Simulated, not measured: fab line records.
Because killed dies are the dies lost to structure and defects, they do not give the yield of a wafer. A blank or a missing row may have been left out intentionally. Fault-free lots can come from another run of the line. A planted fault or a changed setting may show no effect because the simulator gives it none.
fab line records	flow sky130
record: lots: 12	wafers: 34	last-day: 50
route steps=708 shown NWELL@77 VT_ADJUST_LVTN@117 POLY_GATE@229 PAD_OPEN@708
lots that met no fault: from a run of the same line without faults
start-h: hours from the record's opening day to when the first of the lot's shown wafers began	wait-h: hours elapsed since this lot's preceding step	" as in the row above	L1.1+2: one row covering several wafers at once	- no value present, or no start provided	* or withheld: withheld	< > ~ a bound
route shown NAME@n: names a module that has steps shown in the file, with the first one's number in the route	usual: average and standard deviation across the fault-free wafers	same: alike in all rows	chamber/n: place in a boat	sites: the reading at each site	_std_site: how widely they spread, as a standard deviation	_edge_site: outer sites' mean less inner sites'	radius-mm: how far each site lies from the wafer's centre	mask NAME#n: copy n	behind: the tool/chamber that last shaped the wafer	hold: why the lot went on hold/how many hours it stayed there/how the hold came to an end	device: the transistor (n, p or np) that didn't switch	end of line: tests of these same wafers at the route's end	a step given without rows: its recipe and nothing more	killed: count of dies lost to structure and defects at first sort (not the wafer's yield)	map: dies across one wafer; x = killed, . = not, _ = none there
set.NAME: setting as actually run; set.NAME@STEP: the setting as run at that earlier step	model.NAME: the simulator's own value behind a step, which no gauge read
route steps across a sampled set of lots; one table per step, one row per wafer
services: when a tool's chamber went out of use (start-h, in hours from the record's first day, below 0 if earlier), for how many hours, and the reason
== steps ==
step: SKY_NWELL_IMPLANT_24
recipe: species: B	energy-kev: 140	dose-cm2: 9.2e+12	tilt-deg: withheld
usual: beam-on-s: 10.01/0.21	faraday-current-uA: 51.9/1.1
lot.wafer	tool	chamber	start-h	wait-h	beam-on-s	faraday-current-uA
L775.1	implanter-03	0	102.64	0.0	10.11	51.4
L775.3	"	0	"	"	10.03	51.5
L775.6	"	0	"	"	9.88	52.6
L780.1	implanter-03	0	131.11	0.0	9.99	51.8
L780.3	"	0	"	"	10.03	51.9
L780.6	"	0	"	"	9.70	53.4
L782.2	implanter-04	0	146.53	0.0	10.06	51.2
L782.5	"	0	"	"	10.01	52.0
L782.6	"	0	"	"	10.09	51.6
L783.2	implanter-01	0	161.21	0.0	9.99	51.7
L783.3	"	0	"	"	10.18	50.9
L783.4	"	0	"	"	10.09	51.4
L784.4	implanter-01	0	177.26	0.1	9.83	53.1
L784.5	"	0	"	"	10.15	51.2
L784.6	"	0	"	"	9.71	53.7
L785.1	implanter-04	0	178.14	0.0	10.04	51.5
L785.2	"	0	"	"	9.55	54.2
L785.5	"	0	"	"	10.13	51.1
L787.3	implanter-01	0	191.09	0.1	10.07	51.3
L787.4	"	0	"	"	9.54	54.2
L787.5	"	0	"	"	10.39	49.7
L789.4	implanter-04	0	194.96	0.1	10.09	51.5
L789.5	"	0	"	"	9.82	52.7
L789.6	"	0	"	"	9.81	52.6
L790.1	implanter-04	0	201.38	0.0	10.16	51.1
L790.3	"	0	"	"	9.99	51.8
L790.4	"	0	"	"	9.80	53.0
L795.2	implanter-03	0	227.02	0.0	8.35	62.0
L795.3	"	0	"	"	8.09	63.8
L796.1	implanter-03	0	234.93	0.0	10.24	50.8
L796.3	"	0	"	"	8.15	63.5
L796.6	"	0	"	"	10.56	48.7
L797.3	implanter-03	0	239.39	0.1	8.29	62.6
L797.5	"	0	"	"	10.38	49.9
step: SKY_NWELL_TW_MEAS_26
usual: NWELL_2_TW: 500/3.4
lot.wafer	tool	chamber	start-h	wait-h	NWELL_2_TW
L775.1	film-metro-01	-	102.89	0.1	503
L775.3	"	-	"	"	500
L775.6	"	-	"	"	498
L780.1	film-metro-02	-	131.36	0.1	495
L780.3	"	-	"	"	497
L780.6	"	-	"	"	495
L782.2	film-metro-03	-	146.77	0.1	496
L782.5	"	-	"	"	498
L782.6	"	-	"	"	497
L783.2	film-metro-02	-	161.45	0.1	493
L783.3	"	-	"	"	496
L783.4	"	-	"	"	497
L784.4	film-metro-02	-	177.47	0.1	499
L784.5	"	-	"	"	498
L784.6	"	-	"	"	496
L785.1	film-metro-01	-	178.39	0.1	496
L785.2	"	-	"	"	498
L785.5	"	-	"	"	499
L787.3	film-metro-01	-	191.31	0.1	499
L787.4	"	-	"	"	496
L787.5	"	-	"	"	497
L789.4	film-metro-03	-	195.17	0.1	502
L789.5	"	-	"	"	506
L789.6	"	-	"	"	503
L790.1	film-metro-03	-	201.63	0.1	501
L790.3	"	-	"	"	500
L790.4	"	-	"	"	503
L795.2	film-metro-01	-	227.25	0.1	469
L795.3	"	-	"	"	472
L796.1	film-metro-03	-	235.18	0.1	500
L796.3	"	-	"	"	473
L796.6	"	-	"	"	503
L797.3	film-metro-02	-	239.61	0.1	467
L797.5	"	-	"	"	495
step: SKY_VT_ADJUST_LVTN_STRIP_20
recipe: chemistry: O2/N2	power-w: 1400	pressure-mtorr: 1500	platen-temp-c: withheld	o2-flow-sccm: 3000	n2-flow-sccm: 300	overash-fraction: 0.5
usual: drypump-motor-current-A: 5.7/0.35	oes-product-au: 0.715/0.004	strip-time-to-endpoint-s: 14.18/0.039
lot.wafer	tool	chamber	start-h	wait-h	drypump-motor-current-A	oes-product-au	rf-hours-counter-h	strip-time-to-endpoint-s
L775.1	plasma-asher-03	0	160.34	0.1	6.2	0.712	34	14.21
L775.3	"	1	"	"	5.9	0.708	-	14.22
L775.6	"	0	"	"	6.2	0.715	-	14.24
L780.1	plasma-asher-03	1	191.81	0.1	5.9	0.712	38	14.20
L780.3	"	0	"	"	6.2	0.711	-	14.21
L780.6	"	1	"	"	5.9	0.722	-	14.21
L782.2	plasma-asher-04	1	206.89	0.1	5.8	0.711	53	14.19
L782.5	"	1	"	"	5.8	0.718	-	14.20
L782.6	"	0	"	"	5.8	0.717	-	14.21
L783.2	plasma-asher-04	0	224.16	0.1	5.9	0.714	55	14.16
L783.3	"	1	"	"	5.8	0.709	-	14.18
L783.4	"	0	"	"	5.9	0.715	-	14.14
L784.4	plasma-asher-01	1	242.08	0.1	5.3	0.713	-	14.18
L784.5	"	0	"	"	5.4	0.712	-	14.19
L784.6	"	1	"	"	5.3	0.719	-	14.17
L785.1	plasma-asher-03	0	242.34	0.1	6.2	0.711	42	14.20
L785.2	"	1	"	"	5.8	0.719	42	14.20
L785.5	"	0	"	"	6.2	0.715	-	14.21
L787.3	plasma-asher-01	1	257.38	0.1	5.3	0.717	-	14.23
L787.4	"	0	"	"	5.4	0.722	-	14.20
L787.5	"	0	"	"	5.4	0.707	-	14.19
L789.4	plasma-asher-04	0	263.53	0.1	5.9	0.715	-	14.21
L789.5	"	0	"	"	5.9	0.713	-	14.21
L789.6	"	1	"	"	5.8	0.713	-	14.26
L790.1	plasma-asher-01	0	271.59	0.1	5.4	0.718	15	14.13
L790.3	"	1	"	"	5.3	0.707	-	14.16
L790.4	"	0	"	"	5.4	0.713	-	14.15
L795.2	plasma-asher-01	1	299.34	0.1	5.3	0.714	18	14.16
L795.3	"	1	"	"	5.3	0.716	-	14.19
L796.1	plasma-asher-03	1	307.66	0.1	5.9	0.715	48	14.13
L796.3	"	0	"	"	6.2	0.724	-	14.16
L796.6	"	1	"	"	5.9	0.717	-	14.15
L797.3	plasma-asher-03	1	313.28	0.1	5.9	0.708	-	14.15
L797.5	"	1	"	"	5.9	0.711	-	14.15
step: SKY_POLY_GATE_ETCH_15
recipe: chemistry: N2/H2	target: BARC	ion-energy-ev: 200	source-w: 500	bias-w: 100	pressure-mtorr: 30	n2-flow-sccm: 100	h2-flow-sccm: 200	stop-on: SiO2	time-s: 118.5	target-depth-a: 1100
usual: drypump-motor-current-A: 5.8/0.36	oes-product-au: 0.716/0.0044	throttle-valve-pct: 13.213/0.0093
lot.wafer	tool	chamber	start-h	wait-h	drypump-motor-current-A	oes-product-au	rf-hours-counter-h	throttle-valve-pct
L775.1	rie-diel-01	1	365.01	0.0	5.9	0.719	4	13.219
L775.3	"	3	"	"	5.6	0.716	116	13.209
L775.6	"	2	"	"	5.1	0.714	-	13.232
L780.1	rie-diel-03	0	406.16	0.0	5.8	0.711	5	13.202
L780.3	"	1	"	"	5.7	0.716	30	13.219
L780.6	"	0	"	"	5.8	0.711	-	13.218
L782.2	rie-diel-02	2	425.71	0.0	6.3	0.720	66	13.216
L782.5	"	0	"	"	6.3	0.712	-	13.211
L782.6	"	1	"	"	6.1	0.710	-	13.207
L783.2	rie-diel-01	1	456.01	0.0	5.9	0.715	6	13.212
L783.3	"	3	"	"	5.7	0.721	1	13.201
L783.4	"	0	"	"	5.4	0.712	-	13.218
L785.1	rie-diel-02	0	474.33	0.0	6.3	0.714	61	13.202
L785.2	"	3	"	"	5.8	0.727	29	13.228
L785.5	"	3	"	"	5.8	0.718	-	13.218
L784.4	rie-diel-01	2	475.67	0.1	5.1	0.713	-	13.213
L784.5	"	3	"	"	5.7	0.715	-	13.206
L784.6	"	1	"	"	6.0	0.718	-	13.217
L787.3	rie-diel-03	0	499.99	0.0	5.8	0.719	7	13.215
L787.4	"	3	"	"	5.8	0.713	0	13.197
L787.5	"	1	"	"	5.7	0.719	-	13.214
L789.4	rie-diel-01	0	504.21	0.0	5.4	0.710	2	13.210
L789.5	"	0	"	"	5.4	0.717	-	13.202
L789.6	"	1	"	"	5.9	0.716	-	13.199
L790.1	rie-diel-02	1	510.31	0.0	6.1	0.711	3	13.226
L790.3	"	3	"	"	5.8	0.719	30	13.214
L790.4	"	0	"	"	6.3	0.722	61	13.216
L795.2	rie-diel-03	2	554.61	0.0	5.4	0.721	32	13.206
L795.3	"	0	"	"	5.8	0.717	8	13.226
L796.1	rie-diel-02	1	558.01	0.0	6.2	0.724	5	13.208
L796.3	"	0	"	"	6.3	0.716	62	13.211
L796.6	"	3	"	"	5.8	0.718	-	13.221
L797.3	rie-diel-01	3	562.63	0.0	5.6	0.715	4	13.233
L797.5	"	3	"	"	5.7	0.714	-	13.209
step: SKY_POLY_GATE_CD_MEAS_22
usual: cd-nm: 150.9/2.7
lot.wafer	tool	chamber	start-h	wait-h	cd-nm
L775.1	cd-sem-02	-	367.63	0.1	151.5
L775.3	"	-	"	"	149.1
L775.6	"	-	"	"	149.6
L780.1	cd-sem-01	-	408.78	0.1	152.0
L780.3	"	-	"	"	154.5
L780.6	"	-	"	"	152.7
L782.2	cd-sem-01	-	429.34	0.1	154.0
L782.5	"	-	"	"	149.6
L782.6	"	-	"	"	148.2
L783.2	cd-sem-02	-	459.72	0.1	153.4
L783.3	"	-	"	"	150.8
L783.4	"	-	"	"	153.5
L785.1	cd-sem-01	-	476.03	0.1	147.9
L785.2	"	-	"	"	154.9
L785.5	"	-	"	"	153.8
L784.4	cd-sem-02	-	477.41	0.1	150.3
L784.5	"	-	"	"	151.7
L784.6	"	-	"	"	154.3
L787.3	cd-sem-02	-	501.75	0.1	150.6
L787.4	"	-	"	"	150.4
L787.5	"	-	"	"	154.3
L789.4	cd-sem-01	-	506.83	0.1	154.8
L789.5	"	-	"	"	153.9
L789.6	"	-	"	"	154.4
L790.1	cd-sem-01	-	512.01	0.1	152.5
L790.3	"	-	"	"	156.2
L790.4	"	-	"	"	152.6
L795.2	cd-sem-02	-	556.63	0.1	151.0
L795.3	"	-	"	"	149.9
L796.1	cd-sem-02	-	559.71	0.1	148.2
L796.3	"	-	"	"	147.2
L796.6	"	-	"	"	150.2
L797.3	cd-sem-02	-	564.38	0.1	147.3
L797.5	"	-	"	"	147.8
step: SKY_PAD_OPEN_PROBE_99
usual: killed_at_M0_to_M3: 43/7.8	killed_at_M4_up: 3.2/1.7	killed-at-contacts: 24/5.2	killed-at-front-end: 15/4.5	killed-at-other: 0.4/0.65	killed-dies: 87/9.1	killed-open: 47/7.3	killed-short: 40/6.5
same: gross-dies: 492	killed-at-back-side: 0
lot.wafer	tool	chamber	start-h	wait-h	killed_at_M0_to_M3	killed_at_M4_up	killed-at-contacts	killed-at-front-end	killed-at-other	killed-dies	killed-open	killed-short
L795.2	prober-01	-	1192.71	0.1	28	0	21	9	3	61	32	26
killed by level:class
L795.2 CONTACT:geometric-particle:open=9 VIA1:geometric-particle:open=7 VIA2:geometric-particle:open=6 VIA3:geometric-particle:short=5 METAL2:geometric-particle:short=4 FIELD_ISO:geometric-particle:short=3 VIA1:geometric-particle:short=3 LI_CONTACT:geometric-particle:short=3
== services ==
tool	chamber	start-h	hours	kind
rie-diel-01	-	81.86	0.5	repair
rie-diel-01	3	94.84	1.7	repair
rie-diel-01	3	104.06	5.1	repair
rie-diel-02	1	114.97	8.6	repair
rie-diel-01	0	119.28	1.3	repair
implanter-03	-	126.87	1.7	repair
rie-diel-01	3	151.72	15.1	repair
rie-diel-01	-	156.43	14.6	pm
implanter-03	-	171.25	0.7	repair
plasma-asher-03	-	187.37	1.5	repair
plasma-asher-03	-	289.41	14.6	pm
implanter-03	-	297.50	2.0	repair
implanter-03	-	341.37	6.0	pm
implanter-03	-	349.32	1.3	repair
rie-diel-01	3	350.24	5.3	repair
implanter-03	-	355.16	0.8	repair
implanter-03	-	410.40	2.2	repair
plasma-asher-03	-	446.86	0.5	repair
implanter-03	-	452.27	4.4	repair
rie-diel-01	2	453.89	3.9	repair
implanter-03	-	458.82	3.7	repair
plasma-asher-03	-	461.83	0.6	repair
implanter-03	-	466.53	0.6	repair
rie-diel-01	0	468.28	34.2	repair
== key ==
first-sign: step: SKY_NWELL_IMPLANT_24	reading: faraday-current-uA	direction: up	sigmas: 10	usual: 51.9	struck: 63.0
effect: step: SKY_NWELL_IMPLANT_24	reading: beam-on-s	direction: down	sigmas: 8.6	usual: 10.01	struck: 8.22
effect: step: SKY_NWELL_TW_MEAS_26	reading: NWELL_2_TW	direction: down	sigmas: 8.7	usual: 500	struck: 470
met-at SKY_NWELL_IMPLANT_24
struck-lots L795,L796,L797
struck-wafers L795.2,L795.3,L796.3,L797.3
tester-left-out L795,L796,L797
not-acting-at SKY_VT_ADJUST_LVTN_STRIP_20,SKY_POLY_GATE_ETCH_15,SKY_POLY_GATE_CD_MEAS_22
onset-between 131.11 227.02
fault: kind: process-parameter-drift	tool: implanter-03	chamber: -	onset-h: 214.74	steps: SKY_NWELL_IMPLANT_24	channel: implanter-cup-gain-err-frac	offset: 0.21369	shape: step	end-h: 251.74	scope: struck-wafers-only
tester-left-out: of these lots the tester's yield and bins aren't shown, on N5 and GAA mostly nor the transistor test; their killed dies are dies lost to structure and defects alone, not to doping, threshold or leakage, so they don't give the yield
